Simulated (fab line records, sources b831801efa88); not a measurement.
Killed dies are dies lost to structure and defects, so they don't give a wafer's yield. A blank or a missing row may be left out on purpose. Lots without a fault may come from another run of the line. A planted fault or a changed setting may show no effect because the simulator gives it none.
fab line records | flow gf180mcu
record lots=13 wafers=39 last_day=34
route steps=602 shown POLY_GATE@169 HV_LDD@184
lots that met no fault: from a run of the same line without faults
start_h: hours from the record's first day to the start of the lot's first wafer shown | wait_h: hours since the lot's step before | " the same as in the row above | L1.1+2: a row that stands for several wafers | - no value, or no start given | * or withheld: withheld | < > ~ a bound
route shown NAME@n: a module of which the file shows steps, and the number in the route of the first | usual: mean/standard deviation of fault-free wafers | same: alike in all rows | chamber/n: place in a boat | sites: the reading at each site | _std_site: their standard deviation | _edge_site: outer sites' mean less inner sites' | radius_mm: how far each site lies from the wafer's centre | mask NAME#n: copy n | behind: the tool/chamber that last shaped the wafer | hold: why the lot was held/for how many hours/how that ended | device: the transistor (n, p or np) that didn't switch | end of line: the same wafers' tests at the end of the route | a step without rows: its recipe alone | killed: dies lost to structure and defects at the first sort, not the wafer's yield | map: a wafer's dies, x killed, . not, _ none there
set.NAME: the setting as run; set.NAME@STEP: as run at that earlier step | model.NAME: the simulator's own value behind a step, which no gauge read
steps of the route over a sample of lots; a table a step, a row a wafer
services: from which hour (start_h, from the record's first day; less than 0 if before it) a tool's chamber was out of use, for how many hours, and why
## steps
# step GF_POLY_GATE_ETCH_12
# recipe chemistry=N2/H2 target_depth_a=withheld overetch_a=withheld time_s=withheld target=BARC ion_energy_ev=200 source_w=500 bias_w=100 pressure_mtorr=30 n2_flow_sccm=100 h2_flow_sccm=200
# usual drypump_motor_current_A=5.6/0.56 h2_flow_sccm=200.0/0.62 oes_product_au=0.735/0.0048 throttle_valve_pct=13.215/0.0094
# columns lot.wafer tool chamber start_h wait_h drypump_motor_current_A h2_flow_sccm oes_product_au throttle_valve_pct
L244.1 rie_diel-01 3 197.03 0.0 4.7 200.0 0.733 13.211
L244.2 " 1 " " 5.0 201.0 0.736 13.213
L244.5 " 2 " " 5.9 199.2 0.732 13.216
L245.1 rie_diel-04 2 204.33 0.0 5.9 200.2 0.737 13.218
L245.4 " 0 " " 5.3 198.6 0.735 13.206
L245.6 " 3 " " 6.7 201.2 0.737 13.221
L248.2 rie_diel-04 1 225.98 0.0 6.1 199.3 0.733 13.223
L248.3 " 2 " " 5.9 199.6 0.730 13.221
L248.5 " 3 " " 6.7 200.2 0.727 13.201
L249.1 rie_diel-02 1 231.53 0.0 5.9 200.6 0.736 13.219
L249.3 " 2 " " 5.5 200.2 0.731 13.201
L249.6 " 0 " " 6.3 199.9 0.729 13.229
L250.1 rie_diel-02 3 244.58 0.0 5.6 200.0 0.736 13.218
L250.2 " 1 " " 5.9 199.1 0.736 13.225
L250.3 " 2 " " 5.5 200.2 0.730 13.216
L251.2 rie_diel-04 2 256.78 0.0 5.9 199.3 0.743 13.225
L251.3 " 3 " " 6.7 199.1 0.740 13.214
L251.4 " 0 " " 5.3 200.1 0.732 13.231
L256.2 rie_diel-01 2 282.42 0.0 5.9 200.3 0.725 13.207
L256.3 " 3 " " 4.7 200.3 0.736 13.226
L256.6 " 0 " " 5.5 200.1 0.736 13.222
L257.1 rie_diel-02 3 292.42 0.0 5.6 200.1 0.729 13.214
L257.2 " 1 " " 5.9 200.2 0.736 13.218
L257.3 " 0 " " 6.3 200.0 0.726 13.212
L263.1 rie_diel-01 3 336.87 0.0 4.7 199.1 0.737 13.206
L263.5 " 2 " " 5.9 201.1 0.730 13.199
L263.6 " 1 " " 5.0 199.9 0.733 13.203
L264.2 rie_diel-01 0 347.53 0.0 5.6 199.6 0.730 13.228
L264.3 " 2 " " 5.9 199.2 0.738 13.216
L264.5 " 3 " " 4.7 201.1 0.733 13.187
L265.1 rie_diel-01 1 350.08 0.0 5.0 199.2 0.740 13.222
L265.2 " 2 " " 5.9 199.8 0.740 13.209
L265.6 " 3 " " 4.7 200.4 0.744 13.200
L266.3 rie_diel-01 0 354.42 0.0 5.5 200.4 0.737 13.226
L266.4 " 2 " " 5.9 200.4 0.735 13.219
L266.5 " 3 " " 4.7 199.7 0.733 13.207
L267.2 rie_diel-01 1 364.22 0.0 5.0 200.1 0.736 13.216
L267.4 " 0 " " 5.6 201.0 0.732 13.222
L267.6 " 1 " " 5.0 199.9 0.731 13.218
# step GF_HV_LDD_OVL_MEAS_08
# usual HV_LDD_OVL=-0.1/1.4
# columns lot.wafer tool chamber start_h wait_h HV_LDD_OVL[nm]
L244.1 overlay-01 - 215.96 0.1 -0.5
L244.2 " - " " -0.9
L244.5 " - " " -0.7
L245.1 overlay-01 - 224.39 0.1 -0.4
L245.4 " - " " -1.1
L245.6 " - " " 2.3
L248.2 overlay-02 - 245.79 0.1 0.9
L248.3 " - " " 3.7
L248.5 " - " " 0.1
L249.1 overlay-01 - 252.04 0.1 2.7
L249.3 " - " " 0.2
L249.6 " - " " 0.4
L250.1 overlay-01 - 265.24 0.1 0.2
L250.2 " - " " -0.4
L250.3 " - " " -0.4
L251.2 overlay-02 - 277.45 0.1 -0.3
L251.3 " - " " -1.0
L251.4 " - " " -0.9
L256.2 overlay-02 - 303.92 0.1 1.1
L256.3 " - " " -1.6
L256.6 " - " " 2.3
L257.1 overlay-01 - 316.31 0.1 1.2
L257.2 " - " " -0.6
L257.3 " - " " 2.1
L263.1 overlay-02 - 359.63 0.1 0.5
L263.5 " - " " 1.3
L263.6 " - " " 1.1
L264.2 overlay-01 - 373.27 0.1 0.9
L264.3 " - " " 0.7
L264.5 " - " " -2.2
L265.1 overlay-01 - 373.73 0.1 0.1
L265.2 " - " " -0.7
L265.6 " - " " 0.4
L266.3 overlay-02 - 382.50 0.1 -1.2
L266.4 " - " " -0.3
L266.5 " - " " 1.5
L267.2 overlay-02 - 389.39 0.1 -2.0
L267.4 " - " " -1.2
L267.6 " - " " -1.5
# step GF_HV_LDD_OVL_MEAS_47
# usual HV_LDD_03_OVL=0.8/1.3
# columns lot.wafer tool chamber start_h wait_h HV_LDD_03_OVL[nm]
L244.1 overlay-02 - 273.15 0.1 1.5
L244.2 " - " " 0.4
L244.5 " - " " 1.8
L245.1 overlay-01 - 283.21 0.1 -1.0
L245.4 " - " " 1.1
L245.6 " - " " 1.5
L248.2 overlay-02 - 305.12 0.1 4.0
L248.3 " - " " 3.1
L248.5 " - " " 2.1
L249.1 overlay-02 - 313.10 0.1 -0.4
L249.3 " - " " 2.2
L249.6 " - " " 0.8
L250.1 overlay-01 - 326.75 0.1 0.3
L250.2 " - " " 1.9
L250.3 " - " " -1.1
L251.2 overlay-02 - 340.69 0.1 2.4
L251.3 " - " " 2.2
L251.4 " - " " 0.0
L256.2 overlay-02 - 368.85 0.1 2.3
L256.3 " - " " 1.0
L256.6 " - " " 2.5
L257.1 overlay-01 - 381.28 0.1 0.4
L257.2 " - " " 0.4
L257.3 " - " " 0.1
L263.1 overlay-01 - 429.24 0.1 2.1
L263.5 " - " " 0.9
L263.6 " - " " 2.3
L264.2 overlay-02 - 444.25 0.1 -0.4
L264.3 " - " " 0.8
L264.5 " - " " 0.4
L265.1 overlay-01 - 444.68 0.1 -1.6
L265.2 " - " " -1.3
L265.6 " - " " -1.6
L266.3 overlay-01 - 454.84 0.1 0.4
L266.4 " - " " 0.9
L266.5 " - " " 0.0
L267.2 overlay-01 - 462.09 0.1 -0.6
L267.4 " - " " -0.4
L267.6 " - " " -0.4
# step GF_HV_LDD_IMPLANT_48
# recipe species=B energy_kev=25 dose_cm2=3e+13 tilt_deg=7
# usual beam_on_s=10.00/0.2 faraday_current_uA=169/3.2
# columns lot.wafer tool chamber start_h wait_h beam_on_s faraday_current_uA
L244.1 implanter-01 0 273.18 0.0 10.09 167
L244.2 " 0 " " 9.87 171
L244.5 " 0 " " 9.74 174
L245.1 implanter-04 0 283.25 0.0 10.15 166
L245.4 " 0 " " 10.16 167
L245.6 " 0 " " 10.07 168
L248.2 implanter-01 0 305.17 0.0 9.80 172
L248.3 " 0 " " 10.07 168
L248.5 " 0 " " 10.28 165
L249.1 implanter-01 0 313.13 0.0 9.75 173
L249.3 " 0 " " 10.09 168
L249.6 " 0 " " 9.91 171
L250.1 implanter-03 0 326.78 0.0 10.01 169
L250.2 " 0 " " 9.69 174
L250.3 " 0 " " 10.08 169
L251.2 implanter-04 0 340.75 0.0 9.98 170
L251.3 " 0 " " 9.84 172
L251.4 " 0 " " 9.72 173
L256.2 implanter-03 0 368.91 0.0 8.07 210
L256.3 " 0 " " 7.91 215
L256.6 " 0 " " 7.82 216
L257.1 implanter-03 0 381.32 0.0 7.86 214
L257.2 " 0 " " 7.79 217
L257.3 " 0 " " 8.05 210
L263.1 implanter-04 0 429.28 0.0 10.16 167
L263.5 " 0 " " 10.19 166
L263.6 " 0 " " 10.16 167
L264.2 implanter-03 0 444.30 0.0 9.88 172
L264.3 " 0 " " 10.09 168
L264.5 " 0 " " 9.76 172
L265.1 implanter-04 0 444.72 0.0 9.90 171
L265.2 " 0 " " 10.01 169
L265.6 " 0 " " 10.37 163
L266.3 implanter-03 0 454.92 0.1 9.73 173
L266.4 " 0 " " 9.87 171
L266.5 " 0 " " 10.05 167
L267.2 implanter-03 0 462.14 0.0 9.81 172
L267.4 " 0 " " 10.06 168
L267.6 " 0 " " 10.39 163
# step GF_HV_LDD_TW_MEAS_50
# usual HV_LDD_4_TW=570/4.5
# columns lot.wafer tool chamber start_h wait_h HV_LDD_4_TW
L244.1 film_metro-03 - 273.43 0.1 576
L244.2 " - " " 580
L244.5 " - " " 579
L245.1 film_metro-01 - 283.50 0.1 567
L245.4 " - " " 570
L245.6 " - " " 569
L248.2 film_metro-03 - 305.41 0.1 574
L248.3 " - " " 577
L248.5 " - " " 574
L249.1 film_metro-01 - 313.38 0.1 562
L249.3 " - " " 566
L249.6 " - " " 566
L250.1 film_metro-01 - 327.04 0.1 564
L250.2 " - " " 561
L250.3 " - " " 565
L251.2 film_metro-01 - 340.98 0.1 565
L251.3 " - " " 564
L251.4 " - " " 563
L256.2 film_metro-01 - 369.14 0.1 533
L256.3 " - " " 529
L256.6 " - " " 533
L257.1 film_metro-01 - 381.57 0.1 533
L257.2 " - " " 529
L257.3 " - " " 529
L263.1 film_metro-03 - 429.53 0.1 573
L263.5 " - " " 573
L263.6 " - " " 570
L264.2 film_metro-03 - 444.54 0.1 572
L264.3 " - " " 572
L264.5 " - " " 573
L265.1 film_metro-03 - 444.97 0.1 573
L265.2 " - " " 573
L265.6 " - " " 571
L266.3 film_metro-03 - 455.14 0.1 570
L266.4 " - " " 569
L266.5 " - " " 568
L267.2 film_metro-03 - 462.38 0.1 576
L267.4 " - " " 576
L267.6 " - " " 573
## services
# columns tool chamber start_h hours kind
rie_diel-01 0 184.57 15.0 repair
implanter-03 - 193.77 0.7 repair
rie_diel-04 1 201.83 7.9 repair
rie_diel-04 0 207.22 4.1 repair
implanter-01 - 240.32 3.6 repair
rie_diel-02 1 267.21 2.2 repair
implanter-03 - 269.16 44.1 repair
implanter-01 - 281.76 5.6 pm
rie_diel-04 1 286.45 3.1 repair
rie_diel-02 1 286.83 4.3 repair
rie_diel-04 2 287.13 13.9 repair
implanter-04 - 294.72 3.9 repair
implanter-03 - 295.48 9.5 repair
implanter-04 - 313.41 3.2 repair
implanter-04 - 322.18 0.6 repair
implanter-03 - 328.87 1.4 repair
implanter-04 - 342.05 1.7 repair
rie_diel-02 3 363.89 8.3 repair
implanter-03 - 364.85 3.9 pm
implanter-03 - 372.34 3.9 repair
implanter-03 - 382.29 2.3 repair
rie_diel-01 - 409.82 14.6 pm
rie_diel-01 3 444.38 7.8 repair
implanter-04 - 447.27 1.1 repair
## key
first_sign step=GF_HV_LDD_IMPLANT_48 reading=faraday_current_uA direction=up sigmas=14 usual=169 struck=213
effect step=GF_HV_LDD_IMPLANT_48 reading=beam_on_s direction=down sigmas=11 usual=10.00 struck=7.92
effect step=GF_HV_LDD_TW_MEAS_50 reading=HV_LDD_4_TW direction=down sigmas=8.7 usual=570 struck=531
met_at GF_HV_LDD_IMPLANT_48
struck_lots L256,L257
tester_left_out L256,L257
not_acting_at GF_POLY_GATE_ETCH_12,GF_HV_LDD_OVL_MEAS_08,GF_HV_LDD_OVL_MEAS_47
onset_between 326.78 368.91
fault kind=process_parameter_drift tool=implanter-03 chamber=- onset_h=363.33 steps=GF_HV_LDD_IMPLANT_48 channel=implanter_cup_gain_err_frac offset=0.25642 shape=step end_h=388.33
# tester_left_out: of these lots the tester's yield and bins aren't shown, on N5 and GAA mostly nor the transistor test; their killed dies are dies lost to structure and defects alone, not to doping, threshold or leakage, so they don't give the yield
